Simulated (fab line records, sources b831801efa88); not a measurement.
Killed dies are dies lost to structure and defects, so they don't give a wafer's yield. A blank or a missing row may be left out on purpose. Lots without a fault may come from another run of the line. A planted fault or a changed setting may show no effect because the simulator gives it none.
A struck lot beside a sound one | flow sky130 | 21 steps out of a route of 708
Sound: wafers L441.1, L441.3, L441.5. Struck: wafers L449.1, L449.3, L449.6. The cause comes at the end.
At each step with rows: each side's tool, then ch and its chambers, then its first start. Under that, the readings that differ: sound wafers | struck wafers | difference of the means | sigmas: that difference in standard deviations of wafers without a fault.
alike: readings whose means differ by less than 2 such deviations, and words and numbers that are the same on both sides. not compared: withheld readings, readings that some wafer has no value for, bounds like >300 that may hide the same value, and numbers for which the record gives no deviation and whose values overlap.
The two part at a step that has a row with sigmas, a row that says differs or no value, or rows on one side only. Numbers that don't overlap but have no deviation are shown without sigmas and don't part them. A reading that every wafer of one side lacks parts them only if that side has two wafers or more.

SKY_NWELL_OVL_MEAS_23:
  sound on overlay-02, day 7 03:22; struck on overlay-02, day 8 23:31
  alike: NWELL_01_OVL
then, 1 step without rows for these wafers: SKY_NWELL_IMPLANT_24.
SKY_NWELL_STRIP_25: strips in O2/N2.
  sound on plasma_asher-04 ch 0, day 7 03:33; struck on plasma_asher-02 ch 0,1, day 8 23:42
  alike: drypump_motor_current_A, oes_product_au, strip_time_to_endpoint_s
  not compared: rf_hours_counter_h
SKY_NWELL_TW_MEAS_26:
  sound on film_metro-03, day 7 03:39; struck on film_metro-04, day 8 23:48
  alike: NWELL_2_TW
then, 1 step without rows for these wafers: SKY_NWELL_CLEAN_27 (cleans in SC1/SC2, time 150 s).
SKY_NWELL_RTA_28: time 30 s.
  sound on rtp_anneal-02 ch 0, day 7 03:46; struck on rtp_anneal-02 ch 0, day 8 23:55
  alike: lamp_power_pct, ramp_up_c_per_s, wafer_temp_C_max
SKY_NWELL_RS_MEAS_29: measures by four-point-probe.
  sound on film_metro-02, day 7 03:52; struck on film_metro-02, day 9 00:01
  alike: NWELL_RS
SKY_NWELL_RS_MEAS_31: measures by four-point-probe.
  sound on film_metro-02, day 7 04:06; struck on film_metro-02, day 9 00:15
  alike: PWDE_RS
then, 3 steps without rows for these wafers: SKY_VT_ADJUST_HVTP_DEHYDRATE_00 (time 60 s); SKY_VT_ADJUST_HVTP_HMDS_01 (prime time 60 s); SKY_VT_ADJUST_HVTP_COAT_02 (resist thk 1140 nm).
SKY_VT_ADJUST_HVTP_SOFTBAKE_03: time 60 s.
  sound on litho_track-03 ch 0, day 7 13:09; struck on litho_track-03 ch 0, day 9 09:57
  reading                  | sound             | struck            | difference | sigmas
  heater_power_total_W (W) | 56.50 56.60 56.62 | 50.26 50.25 50.18 | -6.34      | -99 or more
  plate_temp_C (C)         | 90.05 89.64 89.76 | 82.72 83.08 82.85 | -6.93      | -50
  alike: resist_line_temp_C
then, 2 steps without rows for these wafers: SKY_VT_ADJUST_HVTP_EXPOSE_04 (exposes mask HVTPM, target cd 380 nm); SKY_VT_ADJUST_HVTP_PEB_05.
SKY_VT_ADJUST_HVTP_DEVELOP_06: develop time 60 s.
  sound on litho_track-04 ch 0, day 7 22:55; struck on litho_track-01 ch 0, day 9 20:46
  reading                                             | sound          | struck         | difference | sigmas
  model.NOVOLAK_of_VT_ADJUST_HVTP_COAT_02.thk_nm (nm) | 1144 1139 1142 | 1158 1159 1161 | +18        |
  alike: resist_line_temp_C
SKY_VT_ADJUST_HVTP_CD_MEAS_07: target cd 380 nm.
  sound on cd_sem-01, day 7 23:04; struck on cd_sem-01, day 9 20:55
  alike: cd_nm
SKY_VT_ADJUST_HVTP_OVL_MEAS_08:
  sound on overlay-02, day 7 23:11; struck on overlay-01, day 9 21:02
  alike: VT_ADJUST_HVTP_OVL
then, 1 step without rows for these wafers: SKY_VT_ADJUST_HVTP_IMPLANT_09.
SKY_VT_ADJUST_HVTP_STRIP_10: strips in O2/N2.
  sound on plasma_asher-02 ch 1, day 7 23:22; struck on plasma_asher-01 ch 0,1, day 9 21:14
  reading                      | sound             | struck            | difference | sigmas
  strip_time_to_endpoint_s (s) | 14.22 14.16 14.19 | 14.36 14.37 14.40 | +0.19      | +4
  alike: drypump_motor_current_A, oes_product_au
  not compared: rf_hours_counter_h
SKY_VT_ADJUST_HVTP_TW_MEAS_11:
  sound on film_metro-02, day 7 23:28; struck on film_metro-03, day 9 21:20
  reading           | sound          | struck         | difference | sigmas
  VT_ADJUST_HVTP_TW | 1351 1344 1350 | 1390 1377 1381 | +34        | +2
-- the record jumps here: 39 days lie between the struck wafers' starts before and after (it left off in module VT_ADJUST_HVTP and takes up again in module PAD_OPEN, whose first step shown is number 708 of the route) --
SKY_PAD_OPEN_PROBE_99:
  sound on prober-01, day 47 11:00; struck on prober-01, day 49 03:23
  reading      | sound    | struck      | difference | sigmas
  killed_dies  | 85 71 89 | 101 100 105 | +20        | +2
  killed_short | 34 29 39 | 45 46 51    | +13        | +2
  alike: killed_at_M0_to_M3, killed_at_M4_up, killed_at_contacts, killed_at_front_end, killed_at_other, killed_open

WHERE THEY PART
First at SKY_VT_ADJUST_HVTP_SOFTBAKE_03; last, within this record, at SKY_PAD_OPEN_PROBE_99.

WHY: what the simulator had put in
Process parameter drift: litho_track-03, from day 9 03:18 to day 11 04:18, at SKY_VT_ADJUST_HVTP_SOFTBAKE_03. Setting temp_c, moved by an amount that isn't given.
